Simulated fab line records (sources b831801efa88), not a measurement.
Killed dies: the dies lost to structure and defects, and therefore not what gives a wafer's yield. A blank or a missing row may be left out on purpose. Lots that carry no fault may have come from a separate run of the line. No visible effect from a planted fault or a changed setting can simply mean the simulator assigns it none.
Which tool was responsible? ; flow sky130 ; 6 lots (18 wafers sampled), 1 step of a 708-step route

== WHAT THE GAUGES READ, wafer by wafer ==
SKY_CONTACT_THK_MEAS_01.
lot;measured;on;CONTACT_CVD_00_THK (nm)
L180;day 30 19:07;film metro-04;74.8 74.6 76.1
L182;day 31 12:32;film metro-01;74.6 76.7 75.8
L186;day 32 18:49;film metro-03;74.5 75.2 76.8
L189;day 33 21:25;film metro-03;76.2 76.2 77.1
L193;day 35 05:23;film metro-03;75.0 76.3 76.3
L196;day 36 03:02;film metro-03;75.6 75.5 74.7

== WHAT TOOL EACH LOT RAN ON (gives the tool, then ch and the chambers of the sampled wafers, and finally the start) ==
There is no process step in the record ahead of these readings.

== THE ANSWER, worked out from the rows above alone ==
Rule: the usual values come from the lots themselves. The widest of any qualifying gaps counts: lots, ordered by their means at a reading, are off when they make up no more than a third of the lots, leave a main group of 4 or more, and stand apart from it by 3 or more times the standard deviation of that group's means. A main group is skipped when, at the precision printed for the reading in the tables above, its means are all equal. A lot without any number at a reading at which 4 lots or more have one is off too. All remaining lots with rows at the step are treated as sound.
Across all readings shown, no lot is off: no conclusion can be drawn from this.

== WHAT THE SIMULATOR HAD PUT IN ==
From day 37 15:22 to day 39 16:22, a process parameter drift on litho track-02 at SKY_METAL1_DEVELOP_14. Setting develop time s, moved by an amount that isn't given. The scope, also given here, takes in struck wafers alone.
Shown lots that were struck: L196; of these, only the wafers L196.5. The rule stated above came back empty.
